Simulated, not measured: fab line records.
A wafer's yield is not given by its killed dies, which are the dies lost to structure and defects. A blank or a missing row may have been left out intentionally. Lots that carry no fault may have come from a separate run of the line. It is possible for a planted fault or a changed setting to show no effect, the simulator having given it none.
Chamber matching / flow gf180mcu / cmp-01 running GF_V2_CMP_04: 4 sister chambers
The step polishes SiO2. 20 wafers are shown with their chamber, then 9 later ones without.

== EACH WAFER AND ITS CHAMBER ==
wafer=L480.3; chamber=3; motor-current-A (A)=12.5; retaining-ring-pressure-frac=0.996; time-to-endpoint-s (s)=78
wafer=L480.4; chamber=2; motor-current-A (A)=15.0; retaining-ring-pressure-frac=1.000; time-to-endpoint-s (s)=81
wafer=L480.5; chamber=2; motor-current-A (A)=15.0; retaining-ring-pressure-frac=1.000; time-to-endpoint-s (s)=80
wafer=L483.1; chamber=3; motor-current-A (A)=12.0; retaining-ring-pressure-frac=0.999; time-to-endpoint-s (s)=77
wafer=L483.4; chamber=0; motor-current-A (A)=10.8; retaining-ring-pressure-frac=0.995; time-to-endpoint-s (s)=84
wafer=L483.6; chamber=2; motor-current-A (A)=14.3; retaining-ring-pressure-frac=0.997; time-to-endpoint-s (s)=81
wafer=L484.1; chamber=1; motor-current-A (A)=12.7; retaining-ring-pressure-frac=1.002; time-to-endpoint-s (s)=71
wafer=L484.3; chamber=2; motor-current-A (A)=14.3; retaining-ring-pressure-frac=1.003; time-to-endpoint-s (s)=71
wafer=L484.6; chamber=2; motor-current-A (A)=14.2; retaining-ring-pressure-frac=0.997; time-to-endpoint-s (s)=79
wafer=L486.1; chamber=0; motor-current-A (A)=11.6; retaining-ring-pressure-frac=0.998; time-to-endpoint-s (s)=73
wafer=L486.4; chamber=3; motor-current-A (A)=12.1; retaining-ring-pressure-frac=0.999; time-to-endpoint-s (s)=77
wafer=L486.6; chamber=3; motor-current-A (A)=12.9; retaining-ring-pressure-frac=1.001; time-to-endpoint-s (s)=75
wafer=L488.2; chamber=2; motor-current-A (A)=13.7; retaining-ring-pressure-frac=1.006; time-to-endpoint-s (s)=75
wafer=L488.4; chamber=0; motor-current-A (A)=11.2; retaining-ring-pressure-frac=0.995; time-to-endpoint-s (s)=87
wafer=L488.5; chamber=1; motor-current-A (A)=11.8; retaining-ring-pressure-frac=0.997; time-to-endpoint-s (s)=90
wafer=L489.2; chamber=2; motor-current-A (A)=14.2; retaining-ring-pressure-frac=0.994; time-to-endpoint-s (s)=76
wafer=L489.3; chamber=1; motor-current-A (A)=12.2; retaining-ring-pressure-frac=1.004; time-to-endpoint-s (s)=78
wafer=L491.1; chamber=0; motor-current-A (A)=11.0; retaining-ring-pressure-frac=0.998; time-to-endpoint-s (s)=76
wafer=L491.2; chamber=1; motor-current-A (A)=12.2; retaining-ring-pressure-frac=0.994; time-to-endpoint-s (s)=81
wafer=L491.4; chamber=3; motor-current-A (A)=12.7; retaining-ring-pressure-frac=1.006; time-to-endpoint-s (s)=85

SIGNATURES, as means of the wafers listed above
reading=motor-current-A; chamber 0=11.150; chamber 1=12.225; chamber 2=14.386; chamber 3=12.440; scatter within a chamber=0.408
reading=retaining-ring-pressure-frac; chamber 0=0.99650; chamber 1=0.99925; chamber 2=0.99957; chamber 3=1.00020; scatter within a chamber=0.00374
reading=time-to-endpoint-s; chamber 0=80.00; chamber 1=80.00; chamber 2=77.57; chamber 3=78.40; scatter within a chamber=5.36
Rule: a wafer lies at a distance from a chamber equal to the root of the sum of squares, over the readings, of (its reading less the chamber's mean, divided by the reading's scatter). The wafer belongs to the nearest chamber; if the next one is less than 2 further off, it can't be placed. How the scatter is found: for the shown wafers, subtract from each reading the mean of its chamber, square and add these, divide the total by (wafers less chambers), then take the root.

== WAFERS WHOSE CHAMBER IS MISSING ==
wafer=L499.1; motor-current-A (A)=14.6; retaining-ring-pressure-frac=1.009; time-to-endpoint-s (s)=71
wafer=L499.2; motor-current-A (A)=12.9; retaining-ring-pressure-frac=1.004; time-to-endpoint-s (s)=80
wafer=L499.4; motor-current-A (A)=11.2; retaining-ring-pressure-frac=1.001; time-to-endpoint-s (s)=78
wafer=L500.1; motor-current-A (A)=11.6; retaining-ring-pressure-frac=0.999; time-to-endpoint-s (s)=82
wafer=L500.3; motor-current-A (A)=11.5; retaining-ring-pressure-frac=1.000; time-to-endpoint-s (s)=81
wafer=L500.5; motor-current-A (A)=14.3; retaining-ring-pressure-frac=1.003; time-to-endpoint-s (s)=89
wafer=L501.1; motor-current-A (A)=11.5; retaining-ring-pressure-frac=1.000; time-to-endpoint-s (s)=86
wafer=L501.4; motor-current-A (A)=12.8; retaining-ring-pressure-frac=0.992; time-to-endpoint-s (s)=89
wafer=L501.5; motor-current-A (A)=14.6; retaining-ring-pressure-frac=1.002; time-to-endpoint-s (s)=85

== THE CHAMBER EACH PASSED THROUGH ==
wafer=L499.1; from the rows above=2; in truth=2
wafer=L499.2; from the rows above=can't be placed: 3 or 1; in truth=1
wafer=L499.4; from the rows above=can't be placed: 0 or 1 or 3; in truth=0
wafer=L500.1; from the rows above=can't be placed: 0 or 1 or 3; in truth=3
wafer=L500.3; from the rows above=can't be placed: 0 or 1 or 3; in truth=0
wafer=L500.5; from the rows above=2; in truth=2
wafer=L501.1; from the rows above=can't be placed: 0 or 1 or 3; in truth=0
wafer=L501.4; from the rows above=can't be placed: 1 or 3 or 0 or 2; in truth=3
wafer=L501.5; from the rows above=2; in truth=2
Correctly placed: 3 of 9. Can't be placed from these rows: 6 (the true chamber is among the candidates in 6). 0 placed wrongly.
